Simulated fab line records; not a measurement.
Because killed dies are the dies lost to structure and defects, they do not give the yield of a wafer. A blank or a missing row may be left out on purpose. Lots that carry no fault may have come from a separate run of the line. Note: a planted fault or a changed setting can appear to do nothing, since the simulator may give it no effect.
Check of tool commonality -- flow gf180mcu -- Lots sampled 12, wafers sampled 36

== REASON FOR OPENING ==
Of 12 lots, 2 have the reading CONTACT_CVD_00_THK flagged at GF_CONTACT_THK_MEAS_01. No-fault wafers: 299 nm, standard deviation 3.1.
Rule: a lot gets a flag if all its wafers with a number sit over 4 standard deviations from that mean, or if no wafer of it has a number. As for the other lots, they are considered sound.

lot,measured,on,"CONTACT_CVD_00_THK (nm), wafer by wafer",flag
L436,day 14 22:20,film-metro-03,300 303 304,
L437,day 15 14:13,film-metro-04,301 297 296,
L438,day 15 19:28,film-metro-03,296 298 296,
L440,day 16 19:00,film-metro-03,296 299 301,
L441,day 17 10:39,film-metro-03,301 299 303,
L442,day 17 13:45,film-metro-04,305 302 301,
L443,day 17 20:34,film-metro-03,296 299 295,
L445,day 18 07:52,film-metro-02,303 304 300,
L446,day 18 13:07,film-metro-04,297 296 298,
L453,day 21 03:43,film-metro-04,247 255 253,FLAGGED
L454,day 21 10:48,film-metro-03,252 255 253,FLAGGED
L459,day 23 08:19,film-metro-03,303 299 298,
On average the flagged lots' numbers are 252 nm, which is -46 nm against the usual, or -15 standard deviations.

== WHICH TOOL RAN EACH LOT ==
The record holds 4 process steps before the reading, out of a route of 602 steps. Each cell gives the tool, then ch followed by the chambers the sampled wafers passed through, then the start.
lot,flag,GF_PSD_RTA_13,GF_SALICIDE_RTA_06,GF_SALICIDE_RTA_08,GF_CONTACT_CVD_00
L436,,"rtp-anneal-01 ch 0, day 14 00:49","rtp-anneal-02 ch 0, day 14 22:00","rtp-anneal-01 ch 0, day 14 22:11","hdpcvd-01 ch 0,1,2, day 14 22:16"
L437,,"rtp-anneal-02 ch 0, day 14 15:37","rtp-anneal-02 ch 0, day 15 13:53","rtp-anneal-01 ch 0, day 15 14:04","hdpcvd-01 ch 0,1,2, day 15 14:10"
L438,,"rtp-anneal-01 ch 0, day 14 21:28","rtp-anneal-01 ch 0, day 15 19:08","rtp-anneal-02 ch 0, day 15 19:19","hdpcvd-02 ch 0,2, day 15 19:25"
L440,,"rtp-anneal-01 ch 0, day 15 19:33","rtp-anneal-01 ch 0, day 16 18:40","rtp-anneal-02 ch 0, day 16 18:52","hdpcvd-01 ch 0,1, day 16 18:57"
L441,,"rtp-anneal-02 ch 0, day 16 10:19","rtp-anneal-02 ch 0, day 17 10:17","rtp-anneal-02 ch 0, day 17 10:29","hdpcvd-02 ch 0, day 17 10:35"
L442,,"rtp-anneal-01 ch 0, day 16 12:38","rtp-anneal-01 ch 0, day 17 13:25","rtp-anneal-02 ch 0, day 17 13:36","hdpcvd-01 ch 0,1, day 17 13:42"
L443,,"rtp-anneal-01 ch 0, day 16 20:26","rtp-anneal-02 ch 0, day 17 20:07","rtp-anneal-01 ch 0, day 17 20:25","hdpcvd-02 ch 0,2, day 17 20:30"
L445,,"rtp-anneal-01 ch 0, day 17 08:07","rtp-anneal-01 ch 0, day 18 07:31","rtp-anneal-02 ch 0, day 18 07:43","hdpcvd-02 ch 0,2, day 18 07:49"
L446,,"rtp-anneal-01 ch 0, day 17 13:10","rtp-anneal-02 ch 0, day 18 12:35","rtp-anneal-01 ch 0, day 18 12:53","hdpcvd-02 ch 0,2, day 18 13:04"
L453,FLAGGED,"rtp-anneal-01 ch 0, day 20 02:20","rtp-anneal-01 ch 0, day 21 03:20","rtp-anneal-02 ch 0, day 21 03:34","hdpcvd-02 ch 0,1,2, day 21 03:40"
L454,FLAGGED,"rtp-anneal-01 ch 0, day 20 09:19","rtp-anneal-01 ch 0, day 21 10:28","rtp-anneal-02 ch 0, day 21 10:40","hdpcvd-02 ch 0,2, day 21 10:44"
L459,,"rtp-anneal-01 ch 0, day 22 07:34","rtp-anneal-02 ch 0, day 23 07:58","rtp-anneal-01 ch 0, day 23 08:10","hdpcvd-01 ch 1,2, day 23 08:15"
What the steps here do:
- GF_PSD_RTA_13: time 20 s.
- GF_SALICIDE_RTA_06: time 30 s.
- GF_SALICIDE_RTA_08: time 30 s.
- GF_CONTACT_CVD_00: deposits SiO2, target thk 300 nm, time 50 s.
- GF_CONTACT_THK_MEAS_01

== FLAGGED OVER TOTAL, TOOL BY TOOL (the gauges that took the reading come last) ==
step,tool,lots run,flagged,share of the flagged lots,sound lots run after its first flagged lot
GF_PSD_RTA_13,rtp-anneal-01,10,2,all,1 (L459)
GF_PSD_RTA_13,rtp-anneal-02,2,0,none,-
GF_SALICIDE_RTA_06,rtp-anneal-01,6,2,all,0
GF_SALICIDE_RTA_06,rtp-anneal-02,6,0,none,-
GF_SALICIDE_RTA_08,rtp-anneal-01,5,0,none,-
GF_SALICIDE_RTA_08,rtp-anneal-02,7,2,all,0
GF_CONTACT_CVD_00,hdpcvd-01,5,0,none,-
GF_CONTACT_CVD_00,hdpcvd-02,7,2,all,0
GF_CONTACT_THK_MEAS_01,film-metro-02,1,0,none,-
GF_CONTACT_THK_MEAS_01,film-metro-03,7,1,some,1 (L459)
GF_CONTACT_THK_MEAS_01,film-metro-04,4,1,some,0

== WHAT THE TABLE PERMITS ==
4 rows of the table ran every flagged lot: rtp-anneal-01 at GF_PSD_RTA_13, rtp-anneal-01 at GF_SALICIDE_RTA_06, rtp-anneal-02 at GF_SALICIDE_RTA_08, hdpcvd-02 at GF_CONTACT_CVD_00.
- rtp-anneal-01 at GF_PSD_RTA_13 ran 10 lots, 2 of them flagged. After the first flagged lot (L459), sound lots still ran on it; a lasting fault on the whole tool would not permit that.
- rtp-anneal-01 at GF_SALICIDE_RTA_06 ran 6 lots, 2 of them flagged. Its last sound lot is L445 (day 18 07:31), its first flagged lot L453 (day 21 03:20): a fault that began between those two fits.
- rtp-anneal-02 at GF_SALICIDE_RTA_08 ran 7 lots, 2 of them flagged. Its last sound lot is L445 (day 18 07:43), its first flagged lot L453 (day 21 03:34): a fault that began between those two fits.
- hdpcvd-02 at GF_CONTACT_CVD_00 ran 7 lots, 2 of them flagged. Its last sound lot is L446 (day 18 13:04), its first flagged lot L453 (day 21 03:40): a fault that began between those two fits. Its own readings lie more than 4 standard deviations out on every wafer of the flagged lots: sih4-flow-sccm.
Counting lots can't tell these 3 tools apart, because each fits a fault that began at some hour. More lots, or a look at what each step does to the wafer, might.

== WHAT WAS PUT IN BY THE SIMULATOR ==
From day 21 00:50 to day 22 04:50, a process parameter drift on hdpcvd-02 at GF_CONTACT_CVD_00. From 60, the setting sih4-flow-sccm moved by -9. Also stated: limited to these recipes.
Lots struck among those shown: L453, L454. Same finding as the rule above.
